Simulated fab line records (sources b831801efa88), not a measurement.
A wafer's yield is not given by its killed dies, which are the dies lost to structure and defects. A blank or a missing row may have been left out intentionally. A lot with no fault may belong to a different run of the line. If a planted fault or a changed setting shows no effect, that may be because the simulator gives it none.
fab line records :: flow sky130 :: part 2 of 2: steps 30 to 40 of 40
[record]
  lots = 5
  wafers = 15
  lastDay = 50
route steps=708 shown METAL1@435 VIA1@458
lots that met no fault: from a run of the same line without faults
startH: the number of hours between the record's first day and the start of the first shown wafer of the lot :: waitH: time in hours since the lot's previous step :: " identical to the entry in the row above :: L1.1+2: a single row standing in for several wafers :: - no value, or no start was given :: * or withheld: withheld :: < > ~ a bound
route shown NAME@n: names a module that has steps shown in the file, with the first one's number in the route :: usual: average and standard deviation across the fault-free wafers :: same: alike in all rows :: chamber/n: place in a boat :: sites: readings site by site :: _std_site: their standard deviation :: _edge_site: inner sites' mean taken away from outer sites' mean :: radiusMm: for every site, how far away it sits from the centre of the wafer :: mask NAME#n: copy n :: behind: the tool/chamber that last shaped the wafer :: hold: why the lot went on hold/how many hours it stayed there/how the hold came to an end :: device: which transistor (n, p or np) failed to switch :: end of line: the route-end tests of the same wafers :: step lacking rows: just its recipe :: killed: at the first sort, the dies lost to defects and structure; wafer yield is something else :: map: a wafer's dies, x killed, . not, _ none there
set.NAME: the setting as run; set.NAME@STEP: as run at that earlier step :: model.NAME: the simulator's own value behind a step, which no gauge read
lots at some steps of the route; a table a step, a row a wafer
services: when a tool's chamber went out of use (startH, in hours from the record's first day, below 0 if earlier), for how many hours, and the reason
[[steps]]
[step SKY_VIA1_COAT_06]
[recipe]
  resist = BARC
  tempC = withheld
  timeS = withheld
  spinRpm = 3000
  resistThkNm = 60
lot.wafer: L074.1+5+6
tool: lithoTrack-01
chamber: 0
startH: 771.62
waitH: 0.1

lot.wafer: L075.2+4+6
tool: lithoTrack-02
chamber: 0
startH: 782.00
waitH: 0.1

lot.wafer: L079.2+4+5
tool: lithoTrack-03
chamber: 0
startH: 809.50
waitH: 0.1

lot.wafer: L081.2+5+6
tool: lithoTrack-03
chamber: 0
startH: 833.45
waitH: 0.1

lot.wafer: L097.2+4+5
tool: lithoTrack-03
chamber: 0
startH: 944.90
waitH: 0.1
[step SKY_VIA1_COAT_07]
[recipe]
  resist = KrF-thick
  spinRpm = 3000
  resistThkNm = 450
lot.wafer: L074.1+5+6
tool: lithoTrack-01
chamber: 0
startH: -
waitH: -

lot.wafer: L075.2+4+6
tool: lithoTrack-02
chamber: 0
startH: -
waitH: -

lot.wafer: L079.2+4+5
tool: lithoTrack-03
chamber: 0
startH: -
waitH: -

lot.wafer: L081.2+5+6
tool: lithoTrack-03
chamber: 0
startH: -
waitH: -

lot.wafer: L097.2+4+5
tool: lithoTrack-03
chamber: 0
startH: -
waitH: -
[step SKY_VIA1_SOFTBAKE_08]
[recipe]
  tempC = 100
  timeS = 90
  resist = KrF-thick
lot.wafer: L074.1+5+6
tool: lithoTrack-01
chamber: 0
startH: -
waitH: -

lot.wafer: L075.2+4+6
tool: lithoTrack-02
chamber: 0
startH: -
waitH: -

lot.wafer: L079.2+4+5
tool: lithoTrack-03
chamber: 0
startH: -
waitH: -

lot.wafer: L081.2+5+6
tool: lithoTrack-03
chamber: 0
startH: -
waitH: -

lot.wafer: L097.2+4+5
tool: lithoTrack-03
chamber: 0
startH: -
waitH: -
[step SKY_VIA1_EXPOSE_09]
[recipe]
  maskId = VIM
  na = 0.8
  sourceShape = annular
  sigmaInner = 0.55
  sigmaOuter = 0.85
  targetCdNm = 150
  doseMj = 38
[same]
  sigmaOuter = 0.85
lot.wafer: L074.1+5+6
tool: krfScanner-02
chamber: 0
startH: -
waitH: -
mask: VIM#0

lot.wafer: L075.2+4+6
tool: krfScanner-01
chamber: 0
startH: -
waitH: -
mask: VIM#0

lot.wafer: L079.2+4+5
tool: krfScanner-02
chamber: 0
startH: -
waitH: -
mask: VIM#0

lot.wafer: L081.2+5+6
tool: krfScanner-02
chamber: 0
startH: -
waitH: -
mask: VIM#0

lot.wafer: L097.2+4+5
tool: krfScanner-01
chamber: 0
startH: -
waitH: -
mask: VIM#0
[step SKY_VIA1_PEB_10]
[recipe]
  pebTempC = withheld
  pebTimeS = withheld
  resist = KrF-thick
lot.wafer: L074.1+5+6
tool: lithoTrack-01
chamber: 0
startH: -
waitH: -

lot.wafer: L075.2+4+6
tool: lithoTrack-02
chamber: 0
startH: -
waitH: -

lot.wafer: L079.2+4+5
tool: lithoTrack-02
chamber: 0
startH: -
waitH: -

lot.wafer: L081.2+5+6
tool: lithoTrack-02
chamber: 0
startH: -
waitH: -

lot.wafer: L097.2+4+5
tool: lithoTrack-01
chamber: 0
startH: -
waitH: -
[step SKY_VIA1_DEVELOP_11]
[recipe]
  developTimeS = 60
  resist = KrF-thick
  devTempC = 21
lot.wafer: L074.1+5+6
tool: lithoTrack-01
chamber: 0
startH: -
waitH: -

lot.wafer: L075.2+4+6
tool: lithoTrack-02
chamber: 0
startH: -
waitH: -

lot.wafer: L079.2+4+5
tool: lithoTrack-02
chamber: 0
startH: -
waitH: -

lot.wafer: L081.2+5+6
tool: lithoTrack-02
chamber: 0
startH: -
waitH: -

lot.wafer: L097.2+4+5
tool: lithoTrack-01
chamber: 0
startH: -
waitH: -
[step SKY_VIA1_CD_MEAS_12]
[recipe]
  targetCdNm = 150
[usual]
  cdNm = 149.8/1.7
lot.wafer: L074.1
tool: cdSem-02
chamber: -
startH: 785.62
waitH: -
cdNm: 148.1

lot.wafer: L074.5
tool: cdSem-02
chamber: -
startH: 785.62
waitH: -
cdNm: 149.8

lot.wafer: L074.6
tool: cdSem-02
chamber: -
startH: 785.62
waitH: -
cdNm: 149.2

lot.wafer: L075.2
tool: cdSem-02
chamber: -
startH: 794.89
waitH: -
cdNm: 149.6

lot.wafer: L075.4
tool: cdSem-02
chamber: -
startH: 794.89
waitH: -
cdNm: 151.6

lot.wafer: L075.6
tool: cdSem-02
chamber: -
startH: 794.89
waitH: -
cdNm: 149.4

lot.wafer: L079.2
tool: cdSem-01
chamber: -
startH: 822.24
waitH: -
cdNm: 151.4

lot.wafer: L079.4
tool: cdSem-01
chamber: -
startH: 822.24
waitH: -
cdNm: 151.8

lot.wafer: L079.5
tool: cdSem-01
chamber: -
startH: 822.24
waitH: -
cdNm: 151.3

lot.wafer: L081.2
tool: cdSem-01
chamber: -
startH: 846.89
waitH: -
cdNm: 148.8

lot.wafer: L081.5
tool: cdSem-01
chamber: -
startH: 846.89
waitH: -
cdNm: 148.2

lot.wafer: L081.6
tool: cdSem-01
chamber: -
startH: 846.89
waitH: -
cdNm: 148.6

lot.wafer: L097.2
tool: cdSem-01
chamber: -
startH: 957.09
waitH: -
cdNm: 152.2

lot.wafer: L097.4
tool: cdSem-01
chamber: -
startH: 957.09
waitH: -
cdNm: 151.1

lot.wafer: L097.5
tool: cdSem-01
chamber: -
startH: 957.09
waitH: -
cdNm: 150.8
[step SKY_VIA1_OVL_MEAS_13]
[usual]
  VIA1_OVL = -1/4.6
lot.wafer: L074.1
tool: overlay-01
chamber: -
startH: 785.74
waitH: 0.1
VIA1_OVL[nm]: -9

lot.wafer: L074.5
tool: overlay-01
chamber: -
startH: 785.74
waitH: 0.1
VIA1_OVL[nm]: -8

lot.wafer: L074.6
tool: overlay-01
chamber: -
startH: 785.74
waitH: 0.1
VIA1_OVL[nm]: 1

lot.wafer: L075.2
tool: overlay-01
chamber: -
startH: 795.00
waitH: 0.1
VIA1_OVL[nm]: 4

lot.wafer: L075.4
tool: overlay-01
chamber: -
startH: 795.00
waitH: 0.1
VIA1_OVL[nm]: 8

lot.wafer: L075.6
tool: overlay-01
chamber: -
startH: 795.00
waitH: 0.1
VIA1_OVL[nm]: 8

lot.wafer: L079.2
tool: overlay-02
chamber: -
startH: 822.35
waitH: 0.1
VIA1_OVL[nm]: -8

lot.wafer: L079.4
tool: overlay-02
chamber: -
startH: 822.35
waitH: 0.1
VIA1_OVL[nm]: -4

lot.wafer: L079.5
tool: overlay-02
chamber: -
startH: 822.35
waitH: 0.1
VIA1_OVL[nm]: -2

lot.wafer: L081.2
tool: overlay-01
chamber: -
startH: 847.00
waitH: 0.1
VIA1_OVL[nm]: 3

lot.wafer: L081.5
tool: overlay-01
chamber: -
startH: 847.00
waitH: 0.1
VIA1_OVL[nm]: 0

lot.wafer: L081.6
tool: overlay-01
chamber: -
startH: 847.00
waitH: 0.1
VIA1_OVL[nm]: 3

lot.wafer: L097.2
tool: overlay-02
chamber: -
startH: 957.20
waitH: 0.1
VIA1_OVL[nm]: 7

lot.wafer: L097.4
tool: overlay-02
chamber: -
startH: 957.20
waitH: 0.1
VIA1_OVL[nm]: 3

lot.wafer: L097.5
tool: overlay-02
chamber: -
startH: 957.20
waitH: 0.1
VIA1_OVL[nm]: 7
[step SKY_VIA1_ETCH_14]
[recipe]
  chemistry = N2/H2
  target = BARC
  ionEnergyEv = 200
  sourceW = 500
  biasW = 97.28
  pressureMtorr = 30
  n2FlowSccm = 100
  h2FlowSccm = 200
  stopOn = SiO2
  timeS = 45.9
  targetDepthA = 600
[usual]
  biasW = 97.27/0.27
  drypumpMotorCurrentA = 5.7/0.57
  oesProductAu = 0.855/0.0047
  throttleValvePct = 13.226/0.0091
lot.wafer: L074.1
tool: rieDiel-02
chamber: 0
startH: 785.78
waitH: 0.0
biasW: 97.38
drypumpMotorCurrentA: 5.5
oesProductAu: 0.852
rfHoursCounterH: 24
throttleValvePct: 13.239

lot.wafer: L074.5
tool: rieDiel-02
chamber: 2
startH: 785.78
waitH: 0.0
biasW: 97.12
drypumpMotorCurrentA: 6.3
oesProductAu: 0.847
rfHoursCounterH: -
throttleValvePct: 13.234

lot.wafer: L074.6
tool: rieDiel-02
chamber: 3
startH: 785.78
waitH: 0.0
biasW: 97.43
drypumpMotorCurrentA: 5.0
oesProductAu: 0.846
rfHoursCounterH: -
throttleValvePct: 13.228

lot.wafer: L075.2
tool: rieDiel-01
chamber: 0
startH: 795.03
waitH: 0.0
biasW: 97.45
drypumpMotorCurrentA: 5.4
oesProductAu: 0.858
rfHoursCounterH: 15
throttleValvePct: 13.231

lot.wafer: L075.4
tool: rieDiel-01
chamber: 2
startH: 795.03
waitH: 0.0
biasW: 97.54
drypumpMotorCurrentA: 5.1
oesProductAu: 0.855
rfHoursCounterH: 0
throttleValvePct: 13.224

lot.wafer: L075.6
tool: rieDiel-01
chamber: 1
startH: 795.03
waitH: 0.0
biasW: 97.34
drypumpMotorCurrentA: 6.2
oesProductAu: 0.860
rfHoursCounterH: -
throttleValvePct: 13.214

lot.wafer: L079.2
tool: rieDiel-01
chamber: 2
startH: 822.38
waitH: 0.0
biasW: 96.83
drypumpMotorCurrentA: 5.1
oesProductAu: 0.855
rfHoursCounterH: 1
throttleValvePct: 13.219

lot.wafer: L079.4
tool: rieDiel-01
chamber: 0
startH: 822.38
waitH: 0.0
biasW: 97.32
drypumpMotorCurrentA: 5.4
oesProductAu: 0.853
rfHoursCounterH: 16
throttleValvePct: 13.229

lot.wafer: L079.5
tool: rieDiel-01
chamber: 1
startH: 822.38
waitH: 0.0
biasW: 97.46
drypumpMotorCurrentA: 6.2
oesProductAu: 0.855
rfHoursCounterH: -
throttleValvePct: 13.237

lot.wafer: L081.2
tool: rieDiel-04
chamber: 0
startH: 847.03
waitH: 0.0
biasW: 96.96
drypumpMotorCurrentA: 5.7
oesProductAu: 0.855
rfHoursCounterH: 23
throttleValvePct: 13.238

lot.wafer: L081.5
tool: rieDiel-04
chamber: 0
startH: 847.03
waitH: 0.0
biasW: 97.47
drypumpMotorCurrentA: 5.7
oesProductAu: 0.859
rfHoursCounterH: -
throttleValvePct: 13.215

lot.wafer: L081.6
tool: rieDiel-04
chamber: 1
startH: 847.03
waitH: 0.0
biasW: 97.20
drypumpMotorCurrentA: 5.1
oesProductAu: 0.854
rfHoursCounterH: -
throttleValvePct: 13.227

lot.wafer: L097.2
tool: rieDiel-01
chamber: 1
startH: 957.23
waitH: 0.0
biasW: 97.46
drypumpMotorCurrentA: 6.2
oesProductAu: 0.855
rfHoursCounterH: 21
throttleValvePct: 13.223

lot.wafer: L097.4
tool: rieDiel-01
chamber: 2
startH: 957.23
waitH: 0.0
biasW: 97.50
drypumpMotorCurrentA: 5.1
oesProductAu: 0.844
rfHoursCounterH: -
throttleValvePct: 13.211

lot.wafer: L097.5
tool: rieDiel-01
chamber: 3
startH: 957.23
waitH: 0.0
biasW: 96.72
drypumpMotorCurrentA: 6.8
oesProductAu: 0.853
rfHoursCounterH: -
throttleValvePct: 13.210
[step SKY_VIA1_ETCH_15]
[recipe]
  target = SiO2
  chemistry = C4F8/O2/Ar
  targetDepthNm = 351
  stopOn = TiN
  maskMaterial = KrF-thick
  sourceW = 1500
  biasW = 1200
  pressureMtorr = 40
  c4f8FlowSccm = withheld
  O2_flow_sccm = 6
  Ar_flow_sccm = 300
  timeS = 54
[usual]
  biasW = 1200/4
  oesProductAu = 0.982/0.006
lot.wafer: L074.1
tool: rieDiel-02
chamber: 0
startH: 785.82
waitH: 0.0
biasW: 1194
oesProductAu: 0.989

lot.wafer: L074.5
tool: rieDiel-02
chamber: 2
startH: 785.82
waitH: 0.0
biasW: 1200
oesProductAu: 0.977

lot.wafer: L074.6
tool: rieDiel-02
chamber: 3
startH: 785.82
waitH: 0.0
biasW: 1191
oesProductAu: 0.987

lot.wafer: L075.2
tool: rieDiel-01
chamber: 0
startH: 795.07
waitH: 0.0
biasW: 1198
oesProductAu: 0.978

lot.wafer: L075.4
tool: rieDiel-01
chamber: 2
startH: 795.07
waitH: 0.0
biasW: 1199
oesProductAu: 0.983

lot.wafer: L075.6
tool: rieDiel-01
chamber: 1
startH: 795.07
waitH: 0.0
biasW: 1201
oesProductAu: 0.981

lot.wafer: L079.2
tool: rieDiel-01
chamber: 2
startH: 822.42
waitH: 0.0
biasW: 1196
oesProductAu: 0.982

lot.wafer: L079.4
tool: rieDiel-01
chamber: 0
startH: 822.42
waitH: 0.0
biasW: 1207
oesProductAu: 0.984

lot.wafer: L079.5
tool: rieDiel-01
chamber: 1
startH: 822.42
waitH: 0.0
biasW: 1202
oesProductAu: 0.985

lot.wafer: L081.2
tool: rieDiel-04
chamber: 0
startH: 847.07
waitH: 0.0
biasW: 1201
oesProductAu: 0.986

lot.wafer: L081.5
tool: rieDiel-04
chamber: 0
startH: 847.07
waitH: 0.0
biasW: 1202
oesProductAu: 0.987

lot.wafer: L081.6
tool: rieDiel-04
chamber: 1
startH: 847.07
waitH: 0.0
biasW: 1196
oesProductAu: 0.979

lot.wafer: L097.2
tool: rieDiel-01
chamber: 1
startH: 957.27
waitH: 0.0
biasW: 1193
oesProductAu: 0.974

lot.wafer: L097.4
tool: rieDiel-01
chamber: 2
startH: 957.27
waitH: 0.0
biasW: 1195
oesProductAu: 0.978

lot.wafer: L097.5
tool: rieDiel-01
chamber: 3
startH: 957.27
waitH: 0.0
biasW: 1198
oesProductAu: 0.986
[step SKY_VIA1_STRIP_16]
[recipe]
  chemistry = O2/N2
  powerW = 1400
  pressureMtorr = 1500
  platenTempC = withheld
  o2FlowSccm = 3000
  n2FlowSccm = 300
  overashFraction = 0.5
[usual]
  drypumpMotorCurrentA = 6.1/0.32
  oesProductAu = 0.416/0.0044
  stripTimeToEndpointS = 4.456/0.022
lot.wafer: L074.1
tool: plasmaAsher-01
chamber: 1
startH: 785.87
waitH: 0.0
drypumpMotorCurrentA: 6.4
oesProductAu: 0.420
rfHoursCounterH: 67
stripTimeToEndpointS: 4.471

lot.wafer: L074.5
tool: plasmaAsher-01
chamber: 1
startH: 785.87
waitH: 0.0
drypumpMotorCurrentA: 6.4
oesProductAu: 0.420
rfHoursCounterH: -
stripTimeToEndpointS: 4.491

lot.wafer: L074.6
tool: plasmaAsher-01
chamber: 0
startH: 785.87
waitH: 0.0
drypumpMotorCurrentA: 6.0
oesProductAu: 0.420
rfHoursCounterH: -
stripTimeToEndpointS: 4.444

lot.wafer: L075.2
tool: plasmaAsher-02
chamber: 0
startH: 795.12
waitH: 0.0
drypumpMotorCurrentA: 6.7
oesProductAu: 0.415
rfHoursCounterH: 5
stripTimeToEndpointS: 4.461

lot.wafer: L075.4
tool: plasmaAsher-02
chamber: 1
startH: 795.12
waitH: 0.0
drypumpMotorCurrentA: 6.1
oesProductAu: 0.422
rfHoursCounterH: -
stripTimeToEndpointS: 4.468

lot.wafer: L075.6
tool: plasmaAsher-02
chamber: 0
startH: 795.12
waitH: 0.0
drypumpMotorCurrentA: 6.7
oesProductAu: 0.411
rfHoursCounterH: -
stripTimeToEndpointS: 4.489

lot.wafer: L079.2
tool: plasmaAsher-04
chamber: 0
startH: 822.47
waitH: 0.0
drypumpMotorCurrentA: 5.8
oesProductAu: 0.419
rfHoursCounterH: 40
stripTimeToEndpointS: 4.425

lot.wafer: L079.4
tool: plasmaAsher-04
chamber: 0
startH: 822.47
waitH: 0.0
drypumpMotorCurrentA: 5.8
oesProductAu: 0.409
rfHoursCounterH: -
stripTimeToEndpointS: 4.408

lot.wafer: L079.5
tool: plasmaAsher-04
chamber: 0
startH: 822.47
waitH: 0.0
drypumpMotorCurrentA: 5.7
oesProductAu: 0.411
rfHoursCounterH: -
stripTimeToEndpointS: 4.445

lot.wafer: L081.2
tool: plasmaAsher-04
chamber: 1
startH: 847.12
waitH: 0.0
drypumpMotorCurrentA: 5.9
oesProductAu: 0.409
rfHoursCounterH: 42
stripTimeToEndpointS: 4.438

lot.wafer: L081.5
tool: plasmaAsher-04
chamber: 1
startH: 847.12
waitH: 0.0
drypumpMotorCurrentA: 5.9
oesProductAu: 0.412
rfHoursCounterH: -
stripTimeToEndpointS: 4.428

lot.wafer: L081.6
tool: plasmaAsher-04
chamber: 0
startH: 847.12
waitH: 0.0
drypumpMotorCurrentA: 5.7
oesProductAu: 0.418
rfHoursCounterH: -
stripTimeToEndpointS: 4.437

lot.wafer: L097.2
tool: plasmaAsher-04
chamber: 1
startH: 957.32
waitH: 0.0
drypumpMotorCurrentA: 5.9
oesProductAu: 0.412
rfHoursCounterH: 53
stripTimeToEndpointS: 4.459

lot.wafer: L097.4
tool: plasmaAsher-04
chamber: 0
startH: 957.32
waitH: 0.0
drypumpMotorCurrentA: 5.8
oesProductAu: 0.422
rfHoursCounterH: -
stripTimeToEndpointS: 4.451

lot.wafer: L097.5
tool: plasmaAsher-04
chamber: 1
startH: 957.32
waitH: 0.0
drypumpMotorCurrentA: 5.9
oesProductAu: 0.414
rfHoursCounterH: -
stripTimeToEndpointS: 4.417
[[services]]
tool: krfScanner-02
chamber: -
startH: 705.99
hours: 0.5
kind: repair

tool: rieMetal-04
chamber: 0
startH: 709.55
hours: 22.0
kind: repair

tool: rieDiel-01
chamber: 0
startH: 713.08
hours: 6.0
kind: repair

tool: rieDiel-01
chamber: 0
startH: 731.31
hours: 1.6
kind: repair

tool: krfScanner-02
chamber: -
startH: 743.07
hours: 0.8
kind: pm

tool: krfScanner-01
chamber: -
startH: 745.12
hours: 1.3
kind: pm

tool: pvdSputter-04
chamber: -
startH: 751.46
hours: 0.8
kind: repair

tool: wetBench-04
chamber: -
startH: 756.75
hours: 1.9
kind: pm

tool: rieMetal-04
chamber: 0
startH: 780.77
hours: 10.0
kind: repair

tool: rieMetal-04
chamber: -
startH: 784.73
hours: 2.8
kind: pm

tool: krfScanner-01
chamber: -
startH: 800.56
hours: 15.5
kind: repair

tool: krfScanner-01
chamber: -
startH: 813.67
hours: 0.2
kind: repair

tool: krfScanner-01
chamber: -
startH: 816.02
hours: 1.0
kind: pm

tool: rieMetal-04
chamber: -
startH: 820.32
hours: 0.5
kind: repair

tool: pvdSputter-02
chamber: -
startH: 836.35
hours: 0.5
kind: repair

tool: rieMetal-04
chamber: -
startH: 851.79
hours: 3.0
kind: repair

tool: pvdSputter-04
chamber: -
startH: 865.26
hours: 4.3
kind: repair

tool: krfScanner-01
chamber: -
startH: 869.55
hours: 0.8
kind: pm

tool: krfScanner-01
chamber: -
startH: 893.86
hours: 4.0
kind: pm

tool: wetBench-01
chamber: -
startH: 897.29
hours: 5.9
kind: repair

tool: krfScanner-01
chamber: -
startH: 921.02
hours: 1.3
kind: pm

tool: rieDiel-01
chamber: -
startH: 940.60
hours: 1.5
kind: repair

tool: rieDiel-01
chamber: 0
startH: 947.21
hours: 17.0
kind: repair

tool: pvdSputter-04
chamber: -
startH: 949.51
hours: 3.6
kind: repair
